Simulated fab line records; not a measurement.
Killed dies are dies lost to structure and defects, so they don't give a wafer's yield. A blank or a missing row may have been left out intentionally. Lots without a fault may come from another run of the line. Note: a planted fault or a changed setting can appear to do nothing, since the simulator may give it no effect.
A lot that was struck, set against a sound lot ; flow sky130 ; 23 out of 708 route steps
Sound: wafers L565.1, L565.5, L565.6. Struck: wafer L573.4 (left out: L573.3, a lot-mate that was not struck); the cause follows at the end.
For every step that has rows: the tool of each side, followed by ch and its chambers, followed by its first start. Under that, the readings that differ: sound wafers ; struck wafers ; difference of the means ; sigmas: that difference in standard deviations of wafers without a fault.
alike: readings with means less than 2 such deviations apart, plus words and numbers identical on both sides. not compared: withheld readings, readings lacking a value on some wafer, bounds such as >300 that could conceal the same value, and numbers that have no deviation in the record and whose values overlap.
The two part at a step that has a row with sigmas, a row that says differs or no value, or rows on one side only. Numbers that have no deviation but don't overlap get no sigmas and don't part them. A reading that every wafer of one side lacks parts them only if that side has two wafers or more.

first, 5 steps without rows for these wafers: SKY_POLY_CUT_COAT_03 (resist thk 450 nm); SKY_POLY_CUT_SOFTBAKE_04 (time 90 s); SKY_POLY_CUT_EXPOSE_05 (exposes mask NPCM, target cd 270 nm); SKY_POLY_CUT_PEB_06; SKY_POLY_CUT_DEVELOP_07 (develop time 60 s).
SKY_POLY_CUT_CD_MEAS_08: target cd 270 nm.
  sound on cd_sem-02, day 26 22:36; struck on cd_sem-01, day 30 01:32
  alike: cd_nm
SKY_POLY_CUT_OVL_MEAS_09:
  sound on overlay-01, day 26 22:43; struck on overlay-01, day 30 01:38
  alike: POLY_CUT_OVL
SKY_POLY_CUT_ETCH_10: etches BARC in N2/H2, stops on SiO2, time 45.9 s, target depth 60 nm.
  sound on rie_diel-03 ch 0,2,3, day 26 22:46; struck on rie_diel-01 ch 2, day 30 01:40
  alike: bias_w, drypump_motor_current_A, oes_product_au, rf_fwd_power_W, throttle_valve_pct
  not compared: rf_hours_counter_h
SKY_POLY_CUT_ETCH_11: etches Si3N4 in CF4/CH2F2/Ar, stops on poly-Si, time 42.5 s, target depth 60 nm.
  sound on rie_diel-03 ch 0,2,3, day 26 22:48; struck on rie_diel-01 ch 2, day 30 01:42
  alike: bias_w, cf4_flow_sccm, drypump_motor_current_A, oes_product_au, rf_fwd_power_W, throttle_valve_pct
  not compared: rf_hours_counter_h
SKY_POLY_CUT_STRIP_12: strips in O2/N2.
  sound on plasma_asher-02 ch 0,1, day 26 22:50; struck on plasma_asher-03 ch 0, day 30 01:46
  alike: drypump_motor_current_A, o2_flow_sccm, oes_product_au, strip_time_to_endpoint_s
  not compared: rf_hours_counter_h
then, 2 steps without rows for these wafers: SKY_SD_P_DEHYDRATE_00 (time 60 s); SKY_SD_P_HMDS_01 (prime time 60 s).
SKY_SD_P_COAT_02: resist thk 1140 nm.
  sound on litho_track-03 ch 0, day 27 12:32; struck on litho_track-02 ch 0, day 30 15:34
reading;sound;struck;difference;sigmas
model.NOVOLAK_of_SD_P_COAT_02.thk_nm (nm);1127 1135 1135;731.5;-400.8;
then, 3 steps without rows for these wafers: SKY_SD_P_SOFTBAKE_03 (time 60 s); SKY_SD_P_EXPOSE_04 (exposes mask PSDM, target cd 380 nm); SKY_SD_P_PEB_05.
SKY_SD_P_DEVELOP_06: develop time 60 s.
  sound on litho_track-03 ch 0, day 28 02:32; struck on litho_track-02 ch 0, day 31 04:49
reading;sound;struck;difference;sigmas
model.NOVOLAK_of_SD_P_COAT_02.thk_nm (nm);1126 1135 1135;731.1;-400.9;
SKY_SD_P_CD_MEAS_07: target cd 380 nm.
  sound on cd_sem-01, day 28 02:41; struck on cd_sem-01, day 31 04:57
reading;sound;struck;difference;sigmas
cd_nm (nm);380.8 380.9 380.3;426.7;+46.0;+16
SKY_SD_P_OVL_MEAS_08:
  sound on overlay-02, day 28 02:49; struck on overlay-02, day 31 05:03
  alike: SD_P_OVL
next, for these wafers, 1 step has no rows: SKY_SD_P_IMPLANT_09.
SKY_SD_P_STRIP_10: strips in O2/N2.
  sound on plasma_asher-02 ch 0,1, day 28 02:59; struck on plasma_asher-01 ch 1, day 31 05:15
reading;sound;struck;difference;sigmas
oes_product_au (a.u.);0.608 0.617 0.617;0.572;-0.042;-9
strip_time_to_endpoint_s (s);17.34 17.43 17.44;12.82;-4.58;-99 or more
  alike: drypump_motor_current_A, o2_flow_sccm
  not compared: rf_hours_counter_h
SKY_SD_P_TW_MEAS_11:
  sound on film_metro-04, day 28 03:05; struck on film_metro-03, day 31 05:20
  alike: SD_P_TW
-- record jumps: 18 days separate the struck wafers' starts on either side; left off in module SD_P, taken up again in module PAD_OPEN, whose first shown step is the route's number 708 --
SKY_PAD_OPEN_PROBE_99:
  the record has rows for the struck wafers here (prober-02, day 49 16:16) and none for the sound ones

## WHERE THEY PART
First at SKY_SD_P_CD_MEAS_07; last, within this record, at SKY_PAD_OPEN_PROBE_99.

WHY: whatever the simulator had introduced
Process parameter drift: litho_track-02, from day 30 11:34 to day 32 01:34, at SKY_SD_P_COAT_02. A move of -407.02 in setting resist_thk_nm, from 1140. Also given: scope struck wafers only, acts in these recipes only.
